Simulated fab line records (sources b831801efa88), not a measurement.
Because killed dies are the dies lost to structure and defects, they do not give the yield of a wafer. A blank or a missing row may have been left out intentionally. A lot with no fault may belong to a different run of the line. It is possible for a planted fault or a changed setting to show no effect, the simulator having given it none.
What tool caused it?	flow sky130	24 lots with 72 wafers sampled at 5 steps, on a route of 708 steps

== WHAT THE GAUGES SHOWED, per wafer ==
SKY_VIA1_THK_MEAS_23: measures by xrf.
lot	measured	on	VIA1_W_THK (nm)
L074	day 33 19:00	film metro-01	276 275 277
L075	day 33 22:44	film metro-02	277 276 275
L076	day 34 18:22	film metro-04	273 275 272
L077	day 34 21:01	film metro-02	270 267 265
L078	day 35 10:56	film metro-01	272 275 276
L079	day 36 01:31	film metro-04	270 271 271
L080	day 36 01:53	film metro-01	279 280 280
L081	day 36 03:52	film metro-04	273 271 271
L082	day 36 09:06	film metro-02	276 275 278
L083	day 36 22:19	film metro-01	277 279 277
L084	day 36 23:24	film metro-01	276 275 276
L085	day 37 08:43	film metro-04	273 273 272
L086	day 37 18:48	film metro-01	279 278 280
L087	day 38 02:20	film metro-04	275 269 268
L088	day 38 05:22	film metro-04	272 271 272
L089	day 38 15:26	film metro-01	276 276 278
L090	day 39 00:48	film metro-01	275 274 274
L091	day 39 11:08	film metro-01	268 266 270
L092	day 40 05:42	film metro-02	274 274 272
L093	day 40 06:28	film metro-02	266 266 267
L095	day 40 08:03	film metro-02	264 267 269
L094	day 40 09:25	film metro-02	265 268 266
L096	day 40 14:37	film metro-04	273 275 276
L097	day 40 23:54	film metro-01	274 272 277

SKY_METAL2_OVL_MEAS_16.
lot	measured	on	METAL2_OVL (nm)
L074	day 34 22:10	overlay-02	1 9 8
L075	day 35 01:21	overlay-02	-6 -11 -4
L076	day 35 20:44	overlay-02	-2 5 6
L077	day 35 23:34	overlay-02	9 3 0
L078	day 36 14:03	overlay-02	8 6 4
L079	day 37 04:22	overlay-01	5 -2 5
L080	day 37 04:55	overlay-01	-2 -1 3
L081	day 37 07:04	overlay-02	3 3 5
L082	day 37 11:08	overlay-01	1 -3 -1
L083	day 38 01:03	overlay-02	3 1 1
L084	day 38 01:40	overlay-02	1 -5 0
L085	day 38 11:22	overlay-01	2 -4 -5
L086	day 38 20:42	overlay-02	-7 -3 -6
L087	day 39 03:55	overlay-02	4 -4 4
L088	day 39 07:17	overlay-02	-1 1 -2
L089	day 39 16:52	overlay-02	11 10 6
L090	day 40 02:03	overlay-01	2 3 5
L091	day 40 12:19	overlay-02	-2 0 5
L092	day 41 06:32	overlay-02	-11 -11 -8
L093	day 41 07:09	overlay-02	-5 1 -3
L095	day 41 08:39	overlay-02	0 5 -3
L094	day 41 10:41	overlay-02	5 10 6
L096	day 41 15:13	overlay-01	-6 0 -1
L097	day 42 00:07	overlay-02	12 0 6

SKY_VIA2_OVL_MEAS_13.
lot	measured	on	VIA2_OVL (nm)
L074	day 36 02:21	overlay-02	2 -2 -2
L075	day 36 05:13	overlay-02	-11 -8 -9
L076	day 37 00:13	overlay-02	5 -2 -1
L077	day 37 03:13	overlay-01	1 3 7
L078	day 37 17:57	overlay-02	-4 -7 -2
L079	day 38 08:07	overlay-01	3 3 1
L080	day 38 08:41	overlay-01	-6 -8 -5
L081	day 38 10:58	overlay-01	0 -11 4
L082	day 38 15:16	overlay-01	-4 -4 6
L083	day 39 03:12	overlay-01	1 -5 -7
L084	day 39 04:22	overlay-01	-14 -2 0
L085	day 39 13:08	overlay-02	3 -5 1
L086	day 39 22:55	overlay-01	1 -6 -10
L087	day 40 06:10	overlay-01	-11 -6 -15
L088	day 40 09:40	overlay-01	3 -11 -10
L089	day 40 19:06	overlay-02	5 -5 -6
L090	day 41 03:37	overlay-02	4 2 1
L091	day 41 13:52	overlay-01	-17 -10 -14
L092	day 42 06:43	overlay-01	1 -5 -3
L093	day 42 08:12	overlay-02	4 -1 6
L095	day 42 09:28	overlay-02	-6 -1 1
L094	day 42 12:07	overlay-01	-9 -2 -8
L096	day 42 16:37	overlay-01	8 -11 -4
L097	day 43 00:12	overlay-01	-9 -1 -3

== WHICH TOOL RAN EACH LOT (tool, then ch and the chambers of the sampled wafers, then the start) ==
lot	SKY_VIA1_ETCH_14	SKY_METAL2_ETCH_18
L074	rie diel-02 ch 1,3, day 33 18:01	rie metal-04 ch 0,1, day 34 22:15
L075	rie diel-02 ch 0,1,3, day 33 21:44	rie metal-01 ch 0,1, day 35 01:25
L076	rie diel-04 ch 1,2,3, day 34 17:20	rie metal-01 ch 0,1, day 35 20:49
L077	rie diel-01 ch 0,3, day 34 20:04	rie metal-02 ch 0,1, day 35 23:38
L078	rie diel-02 ch 0,1,2, day 35 09:52	rie metal-01 ch 0,1, day 36 14:07
L079	rie diel-01 ch 0,2,3, day 36 00:34	rie metal-02 ch 1, day 37 04:26
L080	rie diel-02 ch 0,1,2, day 36 00:56	rie metal-01 ch 0,1, day 37 04:59
L081	rie diel-04 ch 0,1,2, day 36 02:55	rie metal-04 ch 0,1, day 37 07:08
L082	rie diel-04 ch 0,2,3, day 36 08:05	rie metal-02 ch 0,1, day 37 11:11
L083	rie diel-04 ch 0,1,3, day 36 21:22	rie metal-04 ch 0,1, day 38 01:07
L084	rie diel-02 ch 2,3, day 36 22:26	rie metal-01 ch 0,1, day 38 01:44
L085	rie diel-01 ch 0,2,3, day 37 07:46	rie metal-04 ch 0,1, day 38 11:26
L086	rie diel-02 ch 0,1,3, day 37 17:49	rie metal-01 ch 1, day 38 20:46
L087	rie diel-04 ch 1,3, day 38 01:22	rie metal-04 ch 0,1, day 39 03:59
L088	rie diel-01 ch 2,3, day 38 04:25	rie metal-04 ch 0, day 39 07:20
L089	rie diel-02 ch 0,2, day 38 14:26	rie metal-01 ch 0,1, day 39 16:56
L090	rie diel-01 ch 2,3, day 38 23:50	rie metal-01 ch 0,1, day 40 02:07
L091	rie diel-01 ch 2,3, day 39 10:08	rie metal-01 ch 0,1, day 40 12:23
L092	rie diel-04 ch 0,1,2, day 40 04:44	rie metal-01 ch 0,1, day 41 06:35
L093	rie diel-02 ch 0,2,3, day 40 05:31	rie metal-02 ch 0,1, day 41 07:13
L095	rie diel-02 ch 0,1,3, day 40 07:05	rie metal-02 ch 0,1, day 41 08:43
L094	rie diel-01 ch 1,2, day 40 08:28	rie metal-04 ch 0,1, day 41 10:44
L096	rie diel-04 ch 0,2, day 40 13:37	rie metal-04 ch 1, day 41 15:17
L097	rie diel-01 ch 2,3, day 40 22:56	rie metal-02 ch 0,1, day 42 00:11
- SKY_VIA1_ETCH_14: etches BARC in N2/H2, stops on SiO2, time 45.9 s, target depth 60 nm.
- SKY_METAL2_ETCH_18: etches BARC in N2/H2, stops on SiO2, time 45.9 s, target depth 60 nm.

== WHAT THE TOOLS THEMSELVES READ (means of the sampled wafers that have a number; where no wafer has one, the mark that the record gives instead) ==
SKY_VIA1_ETCH_14.
lot	tool	drypump motor current A (A)	oes product au (a.u.)	throttle valve pct (%)
L074	rie diel-02	6.03	0.853	13.219
L075	rie diel-02	5.99	0.853	13.222
L076	rie diel-04	5.72	0.854	13.231
L077	rie diel-01	5.86	0.855	13.222
L078	rie diel-02	5.79	0.859	13.230
L079	rie diel-01	5.82	0.853	13.226
L080	rie diel-02	5.80	0.852	13.223
L081	rie diel-04	5.76	0.856	13.230
L082	rie diel-04	5.58	0.857	13.224
L083	rie diel-04	5.59	0.849	13.230
L084	rie diel-02	6.28	0.852	13.227
L085	rie diel-01	5.83	0.858	13.227
L086	rie diel-02	5.99	0.853	13.225
L087	rie diel-04	5.72	0.852	13.228
L088	rie diel-01	5.79	0.855	13.225
L089	rie diel-02	5.78	0.855	13.220
L090	rie diel-01	6.01	0.854	13.227
L091	rie diel-01	5.79	0.857	13.224
L092	rie diel-04	5.76	0.858	13.226
L093	rie diel-02	6.02	0.854	13.226
L095	rie diel-02	6.02	0.854	13.218
L094	rie diel-01	5.76	0.856	13.227
L096	rie diel-04	5.63	0.852	13.229
L097	rie diel-01	5.80	0.861	13.218

SKY_METAL2_ETCH_18.
lot	tool	drypump motor current A (A)	oes product au (a.u.)	throttle valve pct (%)
L074	rie metal-04	5.8	0.853	13.220
L075	rie metal-01	5.9	0.854	13.229
L076	rie metal-01	5.9	0.851	13.225
L077	rie metal-02	5.3	0.860	13.226
L078	rie metal-01	5.9	0.853	13.220
L079	rie metal-02	5.7	0.856	13.228
L080	rie metal-01	5.9	0.853	13.220
L081	rie metal-04	5.8	0.852	13.222
L082	rie metal-02	5.5	0.856	13.224
L083	rie metal-04	5.8	0.849	13.226
L084	rie metal-01	6.0	0.857	13.230
L085	rie metal-04	5.8	0.849	13.218
L086	rie metal-01	5.7	0.851	13.229
L087	rie metal-04	5.8	0.858	13.232
L088	rie metal-04	6.0	0.851	13.215
L089	rie metal-01	5.9	0.855	13.231
L090	rie metal-01	5.9	0.853	13.219
L091	rie metal-01	6.1	0.853	13.225
L092	rie metal-01	6.1	0.855	13.228
L093	rie metal-02	5.5	0.859	13.220
L095	rie metal-02	5.3	0.855	13.221
L094	rie metal-04	5.8	0.857	13.213
L096	rie metal-04	5.7	0.851	13.219
L097	rie metal-02	5.4	0.855	13.228

== THE ANSWER, worked out from the rows above alone ==
Rule: usual is defined by the lots themselves. The widest of any qualifying gaps counts: lots, ordered by their means at a reading, are off when they make up no more than a third of the lots, leave a main group of 4 or more, and stand apart from it by 3 or more times the standard deviation of that group's means. If all means in a main group match to the digits the tables above print for the reading, that group is not used. Also off: a lot with no number at a reading for which 4 or more lots have one. The other lots that the step has rows for count as sound. After the gauges, taken in route order, come the tools' own readings; for these a lot's mean is taken, as printed above. The first step at which some lot is off is used, and at that step the reading that is off furthest; a lot without a number counts as furthest.
Nothing can be told from this: no lot is off at any reading shown.

== WHAT THE SIMULATOR HAD PUT IN ==
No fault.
